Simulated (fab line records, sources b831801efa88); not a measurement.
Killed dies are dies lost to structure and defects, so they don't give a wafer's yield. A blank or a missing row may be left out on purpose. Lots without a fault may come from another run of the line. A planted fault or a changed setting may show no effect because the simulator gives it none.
Chamber matching | flow gf180mcu | GF_V5_ETCH_16 on rie_diel-03: 4 sister chambers
The step etches BARC in N2/H2. 4 wafers are shown with their chamber, then 7 later ones without.

WAFERS WITH THEIR CHAMBER
wafer  | chamber | drypump_motor_current_A (A)
L465.4 | 3       | 6.2
L469.5 | 2       | 5.0
L470.2 | 0       | 6.1
L470.4 | 1       | 6.5

WAFERS WITHOUT THEIR CHAMBER
wafer  | drypump_motor_current_A (A)
L470.5 | 5.0
L475.1 | 6.0
L475.2 | 6.5
L475.5 | 6.5
L483.3 | 6.1
L483.5 | 6.2
L483.6 | 6.1

WHICH CHAMBER EACH WENT THROUGH
wafer  | from the rows above | in truth
L470.5 | 2                   | 2
L475.1 | 0                   | 0
L475.2 | 1                   | 1
L475.5 | 1                   | 1
L483.3 | 0                   | 0
L483.5 | 3                   | 3
L483.6 | 0                   | 0
Placed correctly: 7 of 7. Can't be placed from these rows: 0. Placed wrongly: 0.
How it was worked out, from the rows above alone: a wafer's distance from a chamber is the root of the sum, over the readings, of the square of ((its reading less the chamber's mean) divided by the reading's scatter). The wafer belongs to the nearest chamber; if the next one is less than 2 further off, it can't be placed. A chamber's mean is the mean of its shown wafers. The scatter: with one shown wafer a chamber, the root of the mean of the squares of how far each hidden wafer lies from its nearest shown one.
